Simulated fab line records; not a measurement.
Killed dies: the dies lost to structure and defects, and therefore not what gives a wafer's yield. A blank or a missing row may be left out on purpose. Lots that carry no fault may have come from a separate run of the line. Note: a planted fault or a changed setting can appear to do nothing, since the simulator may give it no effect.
Chamber matching || flow gf180mcu || pecvd-01 running GF_V4_CVD_02: 3 sister chambers
The step deposits SiO2 from TEOS, target thk 850 nm, time 94.851 s. 3 wafers are shown with their chamber, then 9 later ones without.

## WAFERS, EACH WITH ITS CHAMBER
{"wafer": "L262.3", "chamber": 2, "heater_power_w (W)": 679}
{"wafer": "L264.4", "chamber": 0, "heater_power_w (W)": 626}
{"wafer": "L264.6", "chamber": 1, "heater_power_w (W)": 656}

## WAFERS WITHOUT THEIR CHAMBER
{"wafer": "L265.1", "heater_power_w (W)": 651}
{"wafer": "L265.2", "heater_power_w (W)": 643}
{"wafer": "L265.4", "heater_power_w (W)": 669}
{"wafer": "L266.2", "heater_power_w (W)": 618}
{"wafer": "L266.3", "heater_power_w (W)": 682}
{"wafer": "L266.5", "heater_power_w (W)": 666}
{"wafer": "L275.1", "heater_power_w (W)": 617}
{"wafer": "L275.5", "heater_power_w (W)": 528}
{"wafer": "L275.6", "heater_power_w (W)": 713}

## WHICH CHAMBER EACH ONE RAN IN
{"wafer": "L265.1", "from the rows above": "can't be placed: 1 or 0 or 2", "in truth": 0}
{"wafer": "L265.2", "from the rows above": "can't be placed: 1 or 0 or 2", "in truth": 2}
{"wafer": "L265.4", "from the rows above": "can't be placed: 2 or 1 or 0", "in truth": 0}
{"wafer": "L266.2", "from the rows above": "can't be placed: 0 or 1 or 2", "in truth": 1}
{"wafer": "L266.3", "from the rows above": "can't be placed: 2 or 1 or 0", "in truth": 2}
{"wafer": "L266.5", "from the rows above": "can't be placed: 1 or 2 or 0", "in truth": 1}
{"wafer": "L275.1", "from the rows above": "can't be placed: 0 or 1 or 2", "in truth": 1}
{"wafer": "L275.5", "from the rows above": "can't be placed: 0 or 1 or 2", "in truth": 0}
{"wafer": "L275.6", "from the rows above": "can't be placed: 2 or 1 or 0", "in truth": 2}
Correct placement for 0 of the 9. Can't be placed from these rows: 9 (the true chamber is among the candidates in 9). 0 placed wrongly.
How it was worked out, from the rows above alone: a wafer's distance from a chamber is the root of the sum, over the readings, of the square of ((its reading less the chamber's mean) divided by the reading's scatter). If the next closest chamber is less than 2 further off than the closest, the wafer can't be placed; otherwise it belongs to the closest. For every chamber, the mean is computed from those of its wafers that are shown. The scatter: with one shown wafer a chamber, the root of the mean of the squares of how far each hidden wafer lies from its nearest shown one.
